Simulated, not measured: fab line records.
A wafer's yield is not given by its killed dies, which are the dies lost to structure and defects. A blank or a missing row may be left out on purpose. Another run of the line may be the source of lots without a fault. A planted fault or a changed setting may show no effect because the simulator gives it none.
The tool behind it: which one? :: flow sky130 :: 14 lots with 42 wafers sampled at 4 steps, on a route of 708 steps

WHAT THE GAUGES READ, wafer by wafer
SKY_VT_ADJUST_HVTR_TW_MEAS_11. Usual: VT_ADJUST_HVTR_TW gives 208.4 (standard deviation 1.6).
lot: L145
measured: day 9 17:31
on: film metro-04
VT_ADJUST_HVTR_TW: 207.7 206.8 207.6
flag: 

lot: L146
measured: day 9 17:49
on: film metro-03
VT_ADJUST_HVTR_TW: 210.8 210.3 210.4
flag: 

lot: L147
measured: day 10 06:01
on: film metro-02
VT_ADJUST_HVTR_TW: 210.0 210.5 210.6
flag: 

lot: L148
measured: day 10 11:10
on: film metro-03
VT_ADJUST_HVTR_TW: 210.2 209.2 209.1
flag: 

lot: L149
measured: day 11 12:18
on: film metro-04
VT_ADJUST_HVTR_TW: 206.1 206.6 207.7
flag: 

lot: L152
measured: day 11 13:44
on: film metro-04
VT_ADJUST_HVTR_TW: 207.1 206.8 206.9
flag: 

lot: L154
measured: day 12 06:34
on: film metro-04
VT_ADJUST_HVTR_TW: 206.6 208.4 207.9
flag: 

lot: L155
measured: day 12 13:10
on: film metro-02
VT_ADJUST_HVTR_TW: 210.7 209.7 210.3
flag: 

lot: L156
measured: day 12 19:01
on: film metro-02
VT_ADJUST_HVTR_TW: 210.7 211.1 210.9
flag: 

lot: L157
measured: day 13 07:10
on: film metro-04
VT_ADJUST_HVTR_TW: 206.1 207.2 205.9
flag: 

lot: L162
measured: day 14 14:58
on: film metro-04
VT_ADJUST_HVTR_TW: 206.1 206.8 205.3
flag: 

lot: L164
measured: day 15 07:11
on: film metro-02
VT_ADJUST_HVTR_TW: 208.9 209.1 210.3
flag: 

lot: L167
measured: day 16 05:22
on: film metro-02
VT_ADJUST_HVTR_TW: 210.2 210.6 209.5
flag: 

lot: L168
measured: day 16 16:58
on: film metro-02
VT_ADJUST_HVTR_TW: 208.2 210.5 209.2
flag: 

SKY_VT_ADJUST_PCH_TW_MEAS_10. Usual: VT_ADJUST_PCH_TW gives 142.7 (standard deviation 0.65).
lot: L145
measured: day 10 16:23
on: film metro-03
VT_ADJUST_PCH_TW: 143.1 143.1 143.2
flag: 

lot: L146
measured: day 10 16:43
on: film metro-02
VT_ADJUST_PCH_TW: 143.3 143.2 143.1
flag: 

lot: L147
measured: day 11 04:59
on: film metro-03
VT_ADJUST_PCH_TW: 143.6 143.0 142.2
flag: 

lot: L148
measured: day 11 09:29
on: film metro-01
VT_ADJUST_PCH_TW: 142.4 143.2 143.2
flag: 

lot: L149
measured: day 12 12:36
on: film metro-02
VT_ADJUST_PCH_TW: 142.6 143.7 142.9
flag: 

lot: L152
measured: day 12 13:52
on: film metro-03
VT_ADJUST_PCH_TW: 142.7 143.2 142.7
flag: 

lot: L154
measured: day 13 07:42
on: film metro-03
VT_ADJUST_PCH_TW: 140.9 142.0 142.0
flag: 

lot: L155
measured: day 13 13:47
on: film metro-03
VT_ADJUST_PCH_TW: 142.4 141.2 141.6
flag: 

lot: L156
measured: day 13 20:02
on: film metro-01
VT_ADJUST_PCH_TW: 142.4 142.6 142.9
flag: 

lot: L157
measured: day 14 08:31
on: film metro-03
VT_ADJUST_PCH_TW: 142.2 142.2 141.3
flag: 

lot: L162
measured: day 15 17:19
on: film metro-01
VT_ADJUST_PCH_TW: 142.7 143.4 142.7
flag: 

lot: L164
measured: day 16 11:02
on: film metro-02
VT_ADJUST_PCH_TW: 143.1 143.2 142.4
flag: 

lot: L167
measured: day 17 09:59
on: film metro-03
VT_ADJUST_PCH_TW: 142.2 141.7 142.4
flag: 

lot: L168
measured: day 17 21:38
on: film metro-01
VT_ADJUST_PCH_TW: 141.4 141.7 142.6
flag: 

SKY_SONOS_ONO_THK_MEAS_01. Usual: SONOS_ONO_OXIDATION_THK gives 2.58 nm (standard deviation 0.056).
lot: L145
measured: day 11 20:09
on: film metro-01
SONOS_ONO_OXIDATION_THK (nm): 2.52 2.54 2.46
flag: 

lot: L146
measured: day 11 20:10
on: film metro-04
SONOS_ONO_OXIDATION_THK (nm): 2.65 2.59 2.63
flag: 

lot: L147
measured: day 12 06:52
on: film metro-03
SONOS_ONO_OXIDATION_THK (nm): 2.65 2.59 2.58
flag: 

lot: L148
measured: day 12 10:26
on: film metro-04
SONOS_ONO_OXIDATION_THK (nm): 2.55 2.50 2.50
flag: 

lot: L149
measured: day 13 16:25
on: film metro-01
SONOS_ONO_OXIDATION_THK (nm): 2.60 2.55 2.62
flag: 

lot: L152
measured: day 13 17:46
on: film metro-04
SONOS_ONO_OXIDATION_THK (nm): 2.65 2.56 2.60
flag: 

lot: L154
measured: day 14 11:53
on: film metro-01
SONOS_ONO_OXIDATION_THK (nm): 2.62 2.54 2.60
flag: 

lot: L155
measured: day 14 17:44
on: film metro-04
SONOS_ONO_OXIDATION_THK (nm): 2.61 2.59 2.57
flag: 

lot: L156
measured: day 15 02:50
on: film metro-01
SONOS_ONO_OXIDATION_THK (nm): 2.50 2.58 2.51
flag: 

lot: L157
measured: day 15 14:37
on: film metro-04
SONOS_ONO_OXIDATION_THK (nm): 2.62 2.57 2.64
flag: 

lot: L162
measured: day 16 23:26
on: film metro-03
SONOS_ONO_OXIDATION_THK (nm): 2.54 2.57 2.48
flag: 

lot: L164
measured: day 17 18:14
on: film metro-04
SONOS_ONO_OXIDATION_THK (nm): 2.62 2.64 2.61
flag: 

lot: L167
measured: day 18 17:31
on: film metro-03
SONOS_ONO_OXIDATION_THK (nm): 2.64 2.59 2.64
flag: 

lot: L168
measured: day 19 06:53
on: film metro-01
SONOS_ONO_OXIDATION_THK (nm): 2.60 2.58 2.53
flag: 

WHICH TOOL RAN EACH LOT (tool, then ch and the chambers of the sampled wafers, then the start)
lot: L145
SKY_SONOS_TUNNEL_SOFTBAKE_03: litho track-01 ch 0, day 11 04:13

lot: L146
SKY_SONOS_TUNNEL_SOFTBAKE_03: litho track-02 ch 0, day 11 04:37

lot: L147
SKY_SONOS_TUNNEL_SOFTBAKE_03: litho track-01 ch 0, day 11 15:19

lot: L148
SKY_SONOS_TUNNEL_SOFTBAKE_03: litho track-03 ch 0, day 11 20:36

lot: L149
SKY_SONOS_TUNNEL_SOFTBAKE_03: litho track-03 ch 0, day 13 00:56

lot: L152
SKY_SONOS_TUNNEL_SOFTBAKE_03: litho track-01 ch 0, day 13 02:52

lot: L154
SKY_SONOS_TUNNEL_SOFTBAKE_03: litho track-02 ch 0, day 13 19:28

lot: L155
SKY_SONOS_TUNNEL_SOFTBAKE_03: litho track-03 ch 0, day 14 02:57

lot: L156
SKY_SONOS_TUNNEL_SOFTBAKE_03: litho track-03 ch 0, day 14 09:30

lot: L157
SKY_SONOS_TUNNEL_SOFTBAKE_03: litho track-01 ch 0, day 14 20:40

lot: L162
SKY_SONOS_TUNNEL_SOFTBAKE_03: litho track-02 ch 0, day 16 06:14

lot: L164
SKY_SONOS_TUNNEL_SOFTBAKE_03: litho track-03 ch 0, day 17 01:03

lot: L167
SKY_SONOS_TUNNEL_SOFTBAKE_03: litho track-03 ch 0, day 18 00:48

lot: L168
SKY_SONOS_TUNNEL_SOFTBAKE_03: litho track-01 ch 0, day 18 12:25
- SKY_SONOS_TUNNEL_SOFTBAKE_03: time 60 s.

WHAT THE TOOLS THEMSELVES READ (means of the sampled wafers that have a number; where no wafer has one, the mark that the record gives instead)
SKY_SONOS_TUNNEL_SOFTBAKE_03. Usual: chill plate temp C 23.02 C, standard deviation 0.11; heater power total W 56.60 W, standard deviation 0.045; plate temp C 89.97 C, standard deviation 0.12.
lot: L145
tool: litho track-01
chill plate temp C (C): 23.07
heater power total W (W): 56.59
plate temp C (C): 90.08
flag: 

lot: L146
tool: litho track-02
chill plate temp C (C): 23.14
heater power total W (W): 56.58
plate temp C (C): 90.08
flag: 

lot: L147
tool: litho track-01
chill plate temp C (C): 23.00
heater power total W (W): 56.58
plate temp C (C): 90.01
flag: 

lot: L148
tool: litho track-03
chill plate temp C (C): 23.12
heater power total W (W): 56.61
plate temp C (C): 90.01
flag: 

lot: L149
tool: litho track-03
chill plate temp C (C): 23.08
heater power total W (W): 56.61
plate temp C (C): 89.89
flag: 

lot: L152
tool: litho track-01
chill plate temp C (C): 22.87
heater power total W (W): 56.63
plate temp C (C): 89.98
flag: 

lot: L154
tool: litho track-02
chill plate temp C (C): 23.01
heater power total W (W): 56.62
plate temp C (C): 90.08
flag: 

lot: L155
tool: litho track-03
chill plate temp C (C): 23.00
heater power total W (W): 56.00
plate temp C (C): 89.31
flag: OFF

lot: L156
tool: litho track-03
chill plate temp C (C): 22.93
heater power total W (W): 55.94
plate temp C (C): 89.18
flag: OFF

lot: L157
tool: litho track-01
chill plate temp C (C): 23.09
heater power total W (W): 56.58
plate temp C (C): 89.86
flag: 

lot: L162
tool: litho track-02
chill plate temp C (C): 22.95
heater power total W (W): 56.61
plate temp C (C): 89.96
flag: 

lot: L164
tool: litho track-03
chill plate temp C (C): 23.04
heater power total W (W): 56.56
plate temp C (C): 89.96
flag: 

lot: L167
tool: litho track-03
chill plate temp C (C): 22.97
heater power total W (W): 56.58
plate temp C (C): 89.78
flag: 

lot: L168
tool: litho track-01
chill plate temp C (C): 23.05
heater power total W (W): 56.63
plate temp C (C): 90.05
flag: 

THE ANSWER, worked out from the rows above alone
Rule: take the mean of a lot's wafers that have a number; if it is more than 3 standard deviations from the usual mean, the lot is off. Also off: a lot with no number at a reading for which 4 or more lots have one. Where the step has rows for the other lots, those lots are counted as sound. The gauges are gone through in route order, then the tools' own readings, and for those a lot's mean is taken as printed above. The first step at which some lot is off is used, and at that step the reading that is off furthest; a lot without a number counts as furthest.
Off: L155, L156 (SKY_SONOS_TUNNEL_SOFTBAKE_03, heater power total W).
A tool fits if, at that step or a process step before it, it ran every lot that is off, and no sound lot after the first of them. Of those tried, none fits.

WHAT THE SIMULATOR HAD PUT IN
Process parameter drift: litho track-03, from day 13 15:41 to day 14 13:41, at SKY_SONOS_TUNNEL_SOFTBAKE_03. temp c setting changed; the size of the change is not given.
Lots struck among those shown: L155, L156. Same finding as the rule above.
